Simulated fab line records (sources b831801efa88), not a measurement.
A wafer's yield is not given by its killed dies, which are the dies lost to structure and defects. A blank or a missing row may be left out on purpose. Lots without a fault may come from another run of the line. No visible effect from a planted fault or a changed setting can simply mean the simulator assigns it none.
The tool behind it: which one? | flow sky130 | Sampling: 11 lots, 33 wafers, 5 of 708 route steps

## WHAT EACH GAUGE READ, for each wafer
SKY_CAP2M_OVL_MEAS_12.
lot  | measured     | on         | CAP2M_OVL (nm)
L707 | day 40 19:59 | overlay-01 | -1.6 -3.8 -2.6
L708 | day 41 00:47 | overlay-01 | -2.9 -2.1 -0.6
L711 | day 42 17:11 | overlay-02 | 0.7 -0.1 -1.2
L712 | day 43 00:15 | overlay-02 | -2.2 0.1 -0.7
L717 | day 44 01:22 | overlay-02 | 0.4 -0.2 -1.0
L722 | day 45 10:46 | overlay-02 | 0.8 1.0 1.5
L723 | day 45 13:25 | overlay-01 | 1.6 0.5 -0.5
L724 | day 45 15:52 | overlay-02 | -0.1 1.5 0.7
L725 | day 45 19:14 | overlay-01 | 0.5 -1.1 -0.5
L727 | day 46 09:11 | overlay-01 | -1.1 -0.4 -1.4
L728 | day 46 21:04 | overlay-02 | -2.2 -3.7 -0.5

SKY_METAL4_CD_MEAS_13: the cd target is 300 nm.
lot  | measured     | on        | cd-nm (nm)
L707 | day 41 19:44 | cd-sem-02 | 296.3 297.4 296.8
L708 | day 42 01:01 | cd-sem-01 | 298.3 297.7 298.5
L711 | day 43 16:51 | cd-sem-01 | 298.2 298.1 298.4
L712 | day 43 23:42 | cd-sem-01 | 298.7 300.4 298.2
L717 | day 45 00:41 | cd-sem-01 | 299.0 300.2 300.6
L722 | day 46 08:28 | cd-sem-01 | 297.6 298.1 297.9
L723 | day 46 10:53 | cd-sem-01 | 300.3 298.7 297.1
L727 | day 47 06:08 | cd-sem-02 | 300.2 300.2 298.6
L728 | day 47 17:43 | cd-sem-02 | 299.1 299.5 300.3

## EACH LOT AND THE TOOL THAT RAN IT (in order: tool; ch and the chambers of the sampled wafers; start)
lot  | SKY_VIA3_ETCH_15                   | SKY_CAP2M_METAL_ETCH_13           | SKY_CAP2M_STRIP_14
L707 | rie-diel-04 ch 0,1,3, day 39 18:44 | rie-metal-02 ch 0,1, day 40 20:01 | plasma-asher-02 ch 0,1, day 40 20:06
L708 | rie-diel-01 ch 0,1,3, day 39 23:08 | rie-metal-04 ch 0,1, day 41 00:49 | plasma-asher-02 ch 0,1, day 41 00:54
L711 | rie-diel-01 ch 0,3, day 41 16:05   | rie-metal-02 ch 0,1, day 42 17:13 | plasma-asher-03 ch 0,1, day 42 17:18
L712 | rie-diel-01 ch 0,3, day 41 23:21   | rie-metal-01 ch 0,1, day 43 00:18 | plasma-asher-02 ch 0,1, day 43 00:23
L717 | rie-diel-03 ch 1,2, day 43 00:41   | rie-metal-02 ch 0,1, day 44 01:24 | plasma-asher-01 ch 0,1, day 44 01:28
L722 | rie-diel-04 ch 0,1, day 44 11:17   | rie-metal-04 ch 0,1, day 45 10:48 | plasma-asher-01 ch 0,1, day 45 10:52
L723 | rie-diel-03 ch 2,3, day 44 14:20   | rie-metal-01 ch 0,1, day 45 13:27 | plasma-asher-01 ch 0,1, day 45 13:31
L724 | rie-diel-04 ch 0,1,3, day 44 17:17 | rie-metal-04 ch 0,1, day 45 15:54 | plasma-asher-02 ch 1, day 45 15:58
L725 | rie-diel-01 ch 0,2,3, day 44 19:31 | rie-metal-04 ch 0,1, day 45 19:16 | plasma-asher-02 ch 0,1, day 45 19:21
L727 | rie-diel-01 ch 0,3, day 45 11:18   | rie-metal-02 ch 0,1, day 46 09:13 | plasma-asher-02 ch 0,1, day 46 09:18
L728 | rie-diel-01 ch 2,3, day 45 22:23   | rie-metal-01 ch 0,1, day 46 21:06 | plasma-asher-02 ch 1, day 46 21:10
- SKY_VIA3_ETCH_15: etches SiO2 in C4F8/O2/Ar, stops on TiN, target depth 507 nm, time 78 s.
- SKY_CAP2M_METAL_ETCH_13: etches TiN in Cl2/BCl3, stops on SiO2, target depth 220 nm, time 62.9 s.
- SKY_CAP2M_STRIP_14: strips in O2/N2.

## AS READ BY THE TOOLS THEMSELVES (means over the sampled wafers that have a number; for cases with no such wafer, the mark the record gives instead)
SKY_VIA3_ETCH_15.
lot  | tool        | oes-product-au (a.u.) | rf-fwd-power-W (W)
L707 | rie-diel-04 | 0.950                 | 1487
L708 | rie-diel-01 | 0.952                 | 1487
L711 | rie-diel-01 | 0.950                 | 1485
L712 | rie-diel-01 | 0.954                 | 1485
L717 | rie-diel-03 | 0.951                 | 1488
L722 | rie-diel-04 | 0.949                 | 1485
L723 | rie-diel-03 | 0.950                 | 1488
L724 | rie-diel-04 | 0.953                 | 1487
L725 | rie-diel-01 | 0.948                 | 1488
L727 | rie-diel-01 | 0.954                 | 1485
L728 | rie-diel-01 | 0.953                 | 1489

SKY_CAP2M_METAL_ETCH_13.
lot  | tool         | drypump-motor-current-A (A) | oes-product-au (a.u.) | rf-fwd-power-W (W) | throttle-valve-pct (%)
L707 | rie-metal-02 | 5.7                         | 0.933                 | 888                | 21.907
L708 | rie-metal-04 | 5.5                         | 0.947                 | 889                | 21.890
L711 | rie-metal-02 | 6.2                         | 0.943                 | 888                | 21.893
L712 | rie-metal-01 | 4.9                         | 0.938                 | 890                | 21.895
L717 | rie-metal-02 | 6.2                         | 0.933                 | 892                | 21.908
L722 | rie-metal-04 | 5.5                         | 0.943                 | 889                | 21.903
L723 | rie-metal-01 | 4.9                         | 0.948                 | 891                | 21.891
L724 | rie-metal-04 | 5.5                         | 0.913                 | 747                | 21.919
L725 | rie-metal-04 | 5.2                         | 0.923                 | 745                | 21.927
L727 | rie-metal-02 | 6.2                         | 0.941                 | 892                | 21.905
L728 | rie-metal-01 | 4.8                         | 0.932                 | 892                | 21.911

SKY_CAP2M_STRIP_14.
lot  | tool            | drypump-motor-current-A (A) | oes-product-au (a.u.) | strip-time-to-endpoint-s (s)
L707 | plasma-asher-02 | 5.76                        | 0.712                 | 12.66
L708 | plasma-asher-02 | 5.64                        | 0.712                 | 12.67
L711 | plasma-asher-03 | 5.89                        | 0.712                 | 12.62
L712 | plasma-asher-02 | 5.65                        | 0.711                 | 12.68
L717 | plasma-asher-01 | 5.80                        | 0.700                 | 12.64
L722 | plasma-asher-01 | 5.80                        | 0.714                 | 12.58
L723 | plasma-asher-01 | 5.80                        | 0.707                 | 12.62
L724 | plasma-asher-02 | 5.89                        | 0.710                 | 12.80
L725 | plasma-asher-02 | 5.77                        | 0.713                 | 12.80
L727 | plasma-asher-02 | 5.66                        | 0.712                 | 12.68
L728 | plasma-asher-02 | 5.94                        | 0.710                 | 12.63

## THE ANSWER, worked out from the rows above alone
Rule: the usual values come from the lots themselves. Put in order of their means at a reading, lots are off if they are a third of the lots or fewer, leave a main group of 4 or more, and stand apart from it by a gap of 3 or more times the standard deviation of the main group's means; of several such gaps the widest counts. The tables above print the reading to a certain number of digits; a main group whose means all agree to those digits is not used. Also off: a lot with no number at a reading for which 4 or more lots have one. Any other lot the step has rows for is counted as sound. After the gauges, taken in route order, come the tools' own readings; for these a lot's mean is taken, as printed above. The first step at which some lot is off is used, and at that step the reading that is off furthest; a lot without a number counts as furthest.
Off at SKY_CAP2M_METAL_ETCH_13 (rf-fwd-power-W): L724, L725. For the main group the mean is 890 W and the standard deviation 1.6.
If a tool, at that step or one of the process steps before it, ran each lot that is off and ran no sound lot following the first of them, it fits. One fits: rie-metal-04 at SKY_CAP2M_METAL_ETCH_13. A fault onset in the window from L722 (day 45 10:48, its last sound lot) to L724 (day 45 15:54, its first lot off) fits.
On the lots that are off, the tool's own readings at SKY_CAP2M_METAL_ETCH_13 differ by more than 5 times the standard deviation of the sound lots' means, which bears it out; rf-fwd-power-W reads 746 W there versus 890 W on the sound lots.

## WHAT WAS PUT IN BY THE SIMULATOR
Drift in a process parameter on rie-metal-04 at SKY_CAP2M_METAL_ETCH_13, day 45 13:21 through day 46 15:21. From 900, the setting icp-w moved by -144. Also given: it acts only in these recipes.
Lots struck among those shown: L724, L725. This agrees with what the rule above found.
